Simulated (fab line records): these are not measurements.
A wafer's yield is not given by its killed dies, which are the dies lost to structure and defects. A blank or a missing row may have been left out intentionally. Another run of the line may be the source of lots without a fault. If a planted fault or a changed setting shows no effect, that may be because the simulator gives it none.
8D (eight disciplines) problem report, filled in by code    flow sky130    the parts of the form that need people (team, actions taken, sign-off) are left out

## 1. WHAT IS WRONG
Mean CAPM_TIN_RS at SKY_CAPM_RS_MEAS_03: 5.13 ohm/sq over 3 wafers in 2 lots; fault-free wafers: 6.94 ohm/sq, standard deviation 0.065. That puts it -28 standard deviations away from the usual mean.
The step: measures by four-point-probe.
First seen on wafer L392.2, day 41 14:29, on filmMetro-04. At this step, 30 wafers from 10 lots have a number in the record. By rule, "out" or "out of limits" means more than 4 standard deviations away from the usual mean. The rest of the wafers with a number are treated as sound.

## 2. WHAT IT IS AND WHAT IT IS NOT
question                     is                          is not
which readings at this step  CAPM_TIN_RS                 -
which lots                   L392, L393                  L378, L379, L381, L385, L386, L387, L394, L399
which wafers of those lots   L392.2, L392.4, L393.2      L392.1, L393.3, L393.5
read on which gauges         filmMetro-03, filmMetro-04  -
when                         from day 41 14:29           up to then (19 sound wafers); but 8 sound wafers of L393, L394, L399 came after

## 3. SUSPECTS, AND WHAT RULES EACH OUT
Counting: if a tool at a process step up to the reading ran every lot that is out, it stays a suspect. Sound lots after the first of them don't rule it out here, since some wafers of a struck lot are sound.
- the gauge at SKY_CAPM_RS_MEAS_03: ruled out. Those wafers that are out were read across 2 gauges (filmMetro-03, filmMetro-04).
- pvdSputter-02 at SKY_CAPM_SPUTTER_02 (material TiN, target thk 200 nm, time 166.7 s): kept. Every lot that is out went through it, the first being L392 (day 41 14:22); the last sound lot it ran before that was L387 (day 39 16:14).
Remaining after the count: pvdSputter-02 at SKY_CAPM_SPUTTER_02.

## 4. THE CAUSE (what the simulator had put in)
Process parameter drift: pvdSputter-02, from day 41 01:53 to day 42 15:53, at SKY_CAPM_SPUTTER_02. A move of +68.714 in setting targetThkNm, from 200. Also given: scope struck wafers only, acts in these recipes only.
This tool alone remained once counting was done.

## 5. THE CHAIN OF EFFECTS, in route order
Each row: a reading where the mean over the struck wafers with a number is more than 3 standard deviations away from the usual. Only readings whose record carries a usual standard deviation are examined. hours: median over the lots of the time between each lot's start at the first step of this table that gives one and its start at this step. sigmas: the change, counted in usual standard deviations.
hours  step                    reading               usual        on struck wafers  change  sigmas
0      SKY_CAPM_RS_MEAS_03     CAPM_TIN_RS           6.94 ohm/sq  5.13              -1.81   -28
0      SKY_CAPM_THK_MEAS_04    CAPM_TIN_THK          197.6 nm     265.4             +67.8   +36
23     SKY_CAPM_METAL_ETCH_13  oesProductAu          0.940 a.u.   0.995             +0.055  +9.0
23     SKY_CAPM_METAL_ETCH_13  throttleValvePct      21.903 %     21.871            -0.032  -3.3
197    SKY_PAD_OPEN_PROBE_99   defectLimitedYield    82.6 %       0.0               -82.6   -46
197    SKY_PAD_OPEN_PROBE_99   killedAtOther         0.4          406.7             +406.3  +99 or more
197    SKY_PAD_OPEN_PROBE_99   killedDies            86           492               +406    +45
197    SKY_PAD_OPEN_PROBE_99   killedOnRim           16           96                +80     +23
197    SKY_PAD_OPEN_PROBE_99   sort_bin_3_pad_short  0.9 %        83.5              +82.6   +99 or more
197    SKY_PAD_OPEN_PROBE_99   sortNPass             406          0                 -406    -45
197    SKY_PAD_OPEN_PROBE_99   sortYieldPct          82.6 %       0.0               -82.6   -46
Process steps it contains:
- SKY_CAPM_METAL_ETCH_13: etches TiN in Cl2/BCl3, stops on SiO2, target depth 220 nm, time 62.9 s.
- SKY_PAD_OPEN_PROBE_99

## 6. HOW IT WOULD HAVE BEEN CAUGHT EARLIER
In this record the first reading out of limits at a measuring or inspecting step was taken at day 41 14:29, 13 hours after the fault began at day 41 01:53.
Of the tool readings at SKY_CAPM_SPUTTER_02 for which the record gives a usual standard deviation, none was out on any struck wafer, so an alarm limit of 4 standard deviations on them would not have fired.
Lots out: 2; of these, L393 started SKY_CAPM_SPUTTER_02 on pvdSputter-02 after day 41 14:29. It would have been spared by a hold on the tool at that moment.
